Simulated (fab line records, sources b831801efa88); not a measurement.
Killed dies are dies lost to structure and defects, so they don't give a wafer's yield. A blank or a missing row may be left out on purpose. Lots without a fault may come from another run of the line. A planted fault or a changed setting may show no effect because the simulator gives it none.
Which tool did it? | flow gf180mcu | 24 lots, 72 wafers sampled, at 6 steps of a route of 602

WHAT THE GAUGES READ, wafer by wafer
GF_MVPSD_OVL_MEAS_07.
lot  | measured     | on         | MVPSD_OVL (nm)
L074 | day 5 00:22  | overlay-02 | -0.6 -1.3 0.2
L075 | day 5 06:38  | overlay-01 | -0.6 -0.4 0.1
L076 | day 5 11:19  | overlay-02 | -0.2 -1.5 -1.8
L077 | day 5 19:23  | overlay-02 | -2.1 -2.1 -1.0
L078 | day 6 00:47  | overlay-01 | -0.4 -1.1 -0.6
L079 | day 6 06:50  | overlay-01 | 1.1 0.2 0.7
L080 | day 6 11:18  | overlay-01 | 0.7 -0.1 0.3
L081 | day 6 19:14  | overlay-02 | -3.0 -0.7 -2.3
L082 | day 6 23:22  | overlay-01 | -2.5 -0.7 -1.1
L083 | day 7 06:44  | overlay-01 | 0.1 -0.6 0.2
L084 | day 7 12:38  | overlay-02 | -3.5 -2.3 -1.8
L085 | day 7 18:59  | overlay-02 | -0.6 -0.8 0.1
L086 | day 8 00:23  | overlay-02 | 0.3 0.0 -2.1
L087 | day 8 05:44  | overlay-02 | -2.3 -2.9 -2.4
L088 | day 8 13:32  | overlay-01 | 0.9 0.6 1.5
L089 | day 8 17:20  | overlay-01 | -0.7 -1.1 1.6
L090 | day 8 23:51  | overlay-01 | -0.7 -0.7 -1.9
L091 | day 9 05:47  | overlay-01 | 0.6 0.6 -1.1
L092 | day 9 10:43  | overlay-01 | -2.8 -3.5 -2.8
L093 | day 9 19:14  | overlay-01 | 2.3 1.5 2.2
L094 | day 10 02:19 | overlay-02 | 0.6 -0.1 0.2
L095 | day 10 06:46 | overlay-01 | -0.7 -0.5 -0.6
L096 | day 10 12:32 | overlay-02 | 3.5 1.5 1.2
L097 | day 10 23:50 | overlay-02 | -2.6 -1.2 0.0

GF_VT_IMPLANT_OVL_MEAS_07.
lot  | measured     | on         | VT_IMPLANT_OVL (nm)
L074 | day 5 15:08  | overlay-01 | -1.3 -0.1 -0.6
L075 | day 5 21:23  | overlay-02 | 0.3 -0.1 0.6
L076 | day 6 02:31  | overlay-02 | -0.1 1.0 -1.7
L077 | day 6 10:56  | overlay-01 | -2.1 0.7 -0.4
L078 | day 6 16:24  | overlay-02 | -0.3 0.6 -0.2
L079 | day 6 22:02  | overlay-01 | -1.2 -2.4 -1.8
L080 | day 7 02:23  | overlay-02 | -1.5 -0.8 -0.4
L081 | day 7 11:08  | overlay-01 | -1.2 -1.1 -1.6
L082 | day 7 15:17  | overlay-01 | 0.3 -1.7 0.6
L083 | day 7 22:59  | overlay-01 | -0.3 -2.4 -2.3
L084 | day 8 04:44  | overlay-02 | -2.0 -2.1 -1.5
L085 | day 8 11:14  | overlay-01 | -0.5 -0.9 -0.4
L086 | day 8 17:26  | overlay-02 | -0.9 -1.2 -1.4
L087 | day 8 22:56  | overlay-01 | 0.5 1.8 1.9
L088 | day 9 06:50  | overlay-01 | 0.7 1.6 1.8
L089 | day 9 09:59  | overlay-01 | -0.4 1.6 1.2
L090 | day 9 17:08  | overlay-02 | -2.3 -1.4 -1.7
L091 | day 9 23:11  | overlay-01 | 0.5 0.6 -0.4
L092 | day 10 03:53 | overlay-02 | -1.0 -0.6 -0.6
L093 | day 10 13:28 | overlay-02 | -0.3 -0.5 -0.9
L094 | day 10 20:32 | overlay-01 | 2.5 3.9 3.2
L095 | day 11 00:58 | overlay-01 | -1.7 -0.3 -0.5
L096 | day 11 07:05 | overlay-02 | -2.2 -1.6 -1.9
L097 | day 11 18:22 | overlay-01 | 0.4 0.6 1.3

GF_HV_LDD_CD_MEAS_46: target cd 400 nm.
lot  | measured     | on        | cd_nm (nm)
L074 | day 12 08:30 | cd_sem-02 | 403.2 403.2 403.9
L075 | day 12 16:06 | cd_sem-01 | 402.8 403.3 402.7
L076 | day 13 01:08 | cd_sem-01 | 397.9 399.1 397.4
L077 | day 13 10:01 | cd_sem-02 | 399.2 401.3 400.9
L078 | day 13 18:40 | cd_sem-01 | 399.7 399.5 398.8
L079 | day 14 02:23 | cd_sem-02 | 399.3 401.5 399.7
L080 | day 14 06:07 | cd_sem-01 | 400.2 401.4 401.9
L081 | day 14 21:11 | cd_sem-02 | 400.5 400.8 399.1
L082 | day 14 21:18 | cd_sem-02 | 403.3 404.9 401.3
L083 | day 15 10:16 | cd_sem-02 | 395.9 398.2 396.6
L084 | day 15 18:04 | cd_sem-02 | 399.6 401.9 401.6
L085 | day 16 05:20 | cd_sem-01 | 400.2 398.3 401.2
L086 | day 16 09:25 | cd_sem-02 | 400.5 399.4 401.4
L087 | day 16 16:25 | cd_sem-01 | 401.1 400.2 402.3
L088 | day 17 04:08 | cd_sem-02 | 402.7 402.4 405.1
L089 | day 17 08:51 | cd_sem-02 | 401.0 401.1 400.6
L090 | day 17 15:16 | cd_sem-01 | 399.6 401.8 401.2
L091 | day 18 00:03 | cd_sem-01 | 398.6 399.1 399.2
L092 | day 18 06:37 | cd_sem-01 | 401.0 400.6 402.7
L093 | day 18 17:55 | cd_sem-01 | 398.5 398.8 398.3
L094 | day 19 03:55 | cd_sem-02 | 400.0 399.4 399.9
L095 | day 19 11:59 | cd_sem-01 | 396.4 397.9 397.4
L096 | day 19 15:34 | cd_sem-02 | 396.5 395.8 397.6
L097 | day 20 08:31 | cd_sem-01 | 402.9 405.4 403.7

GF_SALICIDE_RS_MEAS_04: measures by four-point-probe.
lot  | measured     | on            | SALICIDE_TIN_RS (ohm/sq)
L074 | day 15 01:13 | film_metro-03 | 16.0 16.2 16.1
L075 | day 15 09:51 | film_metro-03 | 16.8 16.4 16.6
L076 | day 15 20:46 | film_metro-01 | 16.8 16.1 16.8
L077 | day 16 06:19 | film_metro-02 | 16.4 16.6 16.0
L078 | day 16 15:37 | film_metro-02 | 16.6 16.3 16.7
L079 | day 17 00:08 | film_metro-03 | 16.9 16.9 17.0
L080 | day 17 04:50 | film_metro-01 | 15.9 15.9 16.5
L081 | day 17 20:47 | film_metro-01 | 15.8 16.0 15.5
L082 | day 17 21:20 | film_metro-03 | 16.2 16.7 16.6
L083 | day 18 12:02 | film_metro-01 | 15.8 16.0 16.5
L084 | day 18 18:53 | film_metro-01 | 16.2 16.4 16.3
L085 | day 19 09:50 | film_metro-02 | 16.2 16.0 16.2
L086 | day 19 14:09 | film_metro-02 | 16.0 16.5 16.2
L087 | day 19 20:07 | film_metro-02 | 16.8 16.6 16.8
L088 | day 20 08:02 | film_metro-01 | 16.7 16.3 16.3
L089 | day 20 14:36 | film_metro-03 | 16.2 16.1 16.5
L090 | day 20 19:58 | film_metro-02 | 15.6 15.7 15.8
L091 | day 21 05:52 | film_metro-01 | 16.4 16.2 16.6
L092 | day 21 13:28 | film_metro-03 | 16.5 16.4 16.5
L093 | day 21 22:40 | film_metro-02 | 16.2 16.8 16.7
L094 | day 22 09:20 | film_metro-01 | 16.4 15.8 16.4
L095 | day 22 16:26 | film_metro-02 | 15.8 16.5 16.1
L096 | day 22 21:19 | film_metro-02 | 16.7 17.0 16.8
L097 | day 23 12:47 | film_metro-02 | 16.6 16.4 16.6

GF_CONTACT_THK_MEAS_01.
lot  | measured     | on            | CONTACT_CVD_00_THK (nm)
L074 | day 15 01:44 | film_metro-04 | 298 300 296
L075 | day 15 10:22 | film_metro-02 | 303 301 300
L076 | day 15 21:17 | film_metro-04 | 303 299 303
L077 | day 16 06:55 | film_metro-04 | 308 302 300
L078 | day 16 16:07 | film_metro-02 | 296 298 301
L079 | day 17 00:40 | film_metro-02 | 297 301 302
L080 | day 17 05:20 | film_metro-04 | 302 306 302
L081 | day 17 21:19 | film_metro-04 | 296 297 301
L082 | day 17 21:51 | film_metro-02 | 295 296 296
L083 | day 18 12:32 | film_metro-01 | 299 301 303
L084 | day 18 19:25 | film_metro-01 | 301 301 303
L085 | day 19 10:21 | film_metro-04 | 297 308 299
L086 | day 19 14:40 | film_metro-04 | 297 299 295
L087 | day 19 20:37 | film_metro-01 | 301 302 301
L088 | day 20 08:32 | film_metro-02 | 301 295 295
L089 | day 20 15:06 | film_metro-04 | 303 304 300
L090 | day 20 20:28 | film_metro-04 | 299 300 299
L091 | day 21 06:22 | film_metro-01 | 303 306 301
L092 | day 21 14:04 | film_metro-01 | 300 300 300
L093 | day 21 23:11 | film_metro-04 | 295 299 295
L094 | day 22 09:57 | film_metro-02 | 306 301 299
L095 | day 22 16:57 | film_metro-01 | 297 303 297
L096 | day 22 21:49 | film_metro-01 | 301 299 306
L097 | day 23 13:18 | film_metro-01 | 296 298 300

GF_V1_THK_MEAS_03.
lot  | measured     | on            | V1_CVD_02_THK (nm)
L074 | day 17 01:19 | film_metro-04 | 822 851 848
L075 | day 17 09:48 | film_metro-03 | 838 835 856
L076 | day 17 21:36 | film_metro-03 | 843 847 854
L077 | day 18 08:19 | film_metro-02 | 833 856 851
L078 | day 18 17:53 | film_metro-03 | 845 850 850
L079 | day 19 03:26 | film_metro-04 | 846 845 865
L080 | day 19 07:48 | film_metro-03 | 850 868 860
L081 | day 20 01:23 | film_metro-03 | 851 851 848
L082 | day 20 01:59 | film_metro-02 | 866 852 875
L083 | day 20 17:23 | film_metro-04 | 842 861 858
L084 | day 20 23:56 | film_metro-03 | 843 840 861
L085 | day 21 14:11 | film_metro-03 | 828 837 838
L086 | day 21 17:47 | film_metro-04 | 858 849 878
L087 | day 21 23:33 | film_metro-03 | 831 850 852
L088 | day 22 11:05 | film_metro-03 | 857 860 863
L089 | day 22 16:14 | film_metro-02 | 845 857 845
L090 | day 22 22:00 | film_metro-02 | 852 840 842
L091 | day 23 08:28 | film_metro-04 | 851 871 872
L092 | day 23 15:58 | film_metro-04 | 831 823 853
L093 | day 24 00:55 | film_metro-03 | 828 835 832
L094 | day 24 10:25 | film_metro-03 | 842 849 859
L095 | day 24 16:31 | film_metro-03 | 858 849 846
L096 | day 24 20:16 | film_metro-03 | 866 864 879
L097 | day 25 11:33 | film_metro-03 | 857 865 859

WHICH TOOL RAN EACH LOT (tool, then ch and the chambers of the sampled wafers, then the start)
The record holds no process step before these readings.

WHAT THE TOOLS THEMSELVES READ (means of the sampled wafers that have a number; where no wafer has one, the mark that the record gives instead)
The record holds no such reading with a usual standard deviation.

THE ANSWER, worked out from the rows above alone
Rule: what is usual is taken from the lots themselves. Put in order of their means at a reading, lots are off if they are a third of the lots or fewer, leave a main group of 4 or more, and stand apart from it by a gap of 3 or more times the standard deviation of the main group's means; of several such gaps the widest counts. A main group whose means are all the same, to the digits that the tables above print for the reading, isn't used. A lot without any number at a reading at which 4 lots or more have one is off too. The other lots that the step has rows for count as sound. The gauges are gone through in route order, then the tools' own readings, and for those a lot's mean is taken as printed above. The first step at which some lot is off is used, and at that step the reading that is off furthest; a lot without a number counts as furthest.
No lot is off at any reading shown: from this, nothing can be told.

WHAT THE SIMULATOR HAD PUT IN
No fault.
